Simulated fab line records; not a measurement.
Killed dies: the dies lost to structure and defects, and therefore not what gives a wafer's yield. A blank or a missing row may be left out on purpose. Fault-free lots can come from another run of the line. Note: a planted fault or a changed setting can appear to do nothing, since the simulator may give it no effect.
A lot that was struck, set against a sound lot	flow sky130	21 steps out of a route of 708
Sound: the wafers L540.2, L540.3, L540.5. Struck: wafers L543.2, L543.4, L543.6. At the end, the cause is stated.
Per side, at each step with rows, come the tool, then ch with its chambers, and then its first start. Under that, the readings that differ: sound wafers	struck wafers	difference of the means	sigmas: that difference in standard deviations of wafers without a fault.
alike: same words and numbers on both sides, and readings whose means sit less than 2 such deviations apart. not compared: any withheld reading, any reading some wafer has no value for, any bound like >300 that may hide the same value, and any number with overlapping values for which the record gives no deviation.
A row with sigmas, a row that says differs or no value, or rows on one side alone: a step with any of these is where the two part. Non-overlapping numbers with no deviation appear without sigmas and do not part them. Lack of a reading on every wafer of one side parts them only where that side has two or more wafers.

first, 1 step without rows for these wafers: SKY_SONOS_TUNNEL_STRIP_11 (strips in SPM, time 600 s).
SKY_SONOS_TUNNEL_TW_MEAS_12:
  sound on filmMetro-02, day 12 02:13; struck on filmMetro-04, day 12 20:48
  alike: SONOS_TUNNEL_TW
then, 2 steps without rows for these wafers: SKY_SONOS_TUNNEL_CLEAN_13 (cleans in dHF, time 20 s); SKY_SONOS_ONO_OXIDATION_00 (stabilise 600 s, purge 300 s, target thk 2.6 nm).
SKY_SONOS_ONO_THK_MEAS_01:
  sound on filmMetro-04, day 12 05:55; struck on filmMetro-04, day 12 22:13
  alike: SONOS_ONO_OXIDATION_THK
then, 1 step without rows for these wafers: SKY_SONOS_ONO_CVD_02 (deposits Si3N4 from DCS/NH3, target thk 10.5 nm, time 180 s).
SKY_SONOS_ONO_THK_MEAS_03:
  sound on filmMetro-04, day 12 07:20; struck on filmMetro-04, day 12 23:52
  alike: SONOS_ONO_CVD_02_THK
then, 1 step without rows for these wafers: SKY_SONOS_ONO_CVD_04 (deposits SiO2 from SiH4/N2O, target thk 5.7199 nm).
SKY_SONOS_ONO_THK_MEAS_05:
  sound on filmMetro-01, day 12 08:38; struck on filmMetro-04, day 13 01:47
  alike: SONOS_ONO_CVD_04_THK
then, 3 steps without rows for these wafers: SKY_SONOS_ONO_DEHYDRATE_06 (time 60 s); SKY_SONOS_ONO_HMDS_07 (prime time 60 s); SKY_SONOS_ONO_COAT_08 (resist thk 1140 nm).
SKY_SONOS_ONO_SOFTBAKE_09: time 60 s.
  sound on lithoTrack-03 ch 0, day 12 20:41; struck on lithoTrack-03 ch 0, day 13 14:11
reading	sound	struck	difference	sigmas
heaterPowerTotalW (W)	56.63 56.58 56.59	58.63 58.54 58.55	+1.97	+46
plateTempC (C)	90.25 90.11 90.23	92.30 91.98 92.33	+2.01	+18
  not compared: model.NOVOLAK_of_SONOS_ONO_COAT_08.thkNm
then, 3 steps without rows for these wafers: SKY_SONOS_ONO_EXPOSE_10 (exposes mask ONOM, target cd 410 nm); SKY_SONOS_ONO_PEB_11; SKY_SONOS_ONO_DEVELOP_12 (develop time 60 s).
SKY_SONOS_ONO_CD_MEAS_13: the cd target is 410 nm.
  sound on cdSem-02, day 13 09:22; struck on cdSem-02, day 14 03:34
reading	sound	struck	difference	sigmas
cdNm (nm)	408.4 407.0 408.1	412.8 413.5 412.4	+5.1	+3
SKY_SONOS_ONO_OVL_MEAS_14:
  sound on overlay-02, day 13 09:29; struck on overlay-01, day 14 03:41
  alike: SONOS_ONO_OVL
SKY_SONOS_ONO_ETCH_15: etches the open film in CHF3/O2, target depth 19.52 nm, time 7.8 s.
  sound on rieDiel-01 ch 0,3, day 13 09:31; struck on rieDiel-03 ch 0,1,3, day 14 03:43
  alike: drypumpMotorCurrentA, oesProductAu, throttleValvePct
  not compared: rfHoursCounterH, model.NOVOLAK_of_SONOS_ONO_COAT_08.thkNm
then, 1 step without rows for these wafers: SKY_SONOS_ONO_WET_ETCH_16 (etches SiO2 in dHF, target depth 14 nm, time 280 s).
-- the record jumps here: 33 days lie between the struck wafers' starts before and after (it left off in module SONOS_ONO and takes up again in module PAD_OPEN, whose first step shown is number 708 of the route) --
SKY_PAD_OPEN_PROBE_99:
  sound on prober-01, day 46 12:19; struck on prober-02, day 47 00:10
  alike: killed_at_M0_to_M3, killed_at_M4_up, killedAtContacts, killedAtFrontEnd, killedAtOther, killedDies, killedOpen, killedShort

WHERE THEY PART
Last at SKY_SONOS_ONO_CD_MEAS_13 as far as this record goes, first at SKY_SONOS_ONO_SOFTBAKE_09. Later steps at which nothing parts them and some readings are alike: SKY_SONOS_ONO_OVL_MEAS_14, SKY_SONOS_ONO_ETCH_15, SKY_PAD_OPEN_PROBE_99.

WHY: the cause the simulator had injected
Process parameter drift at SKY_SONOS_ONO_SOFTBAKE_09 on lithoTrack-03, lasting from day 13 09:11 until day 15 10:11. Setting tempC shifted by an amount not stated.
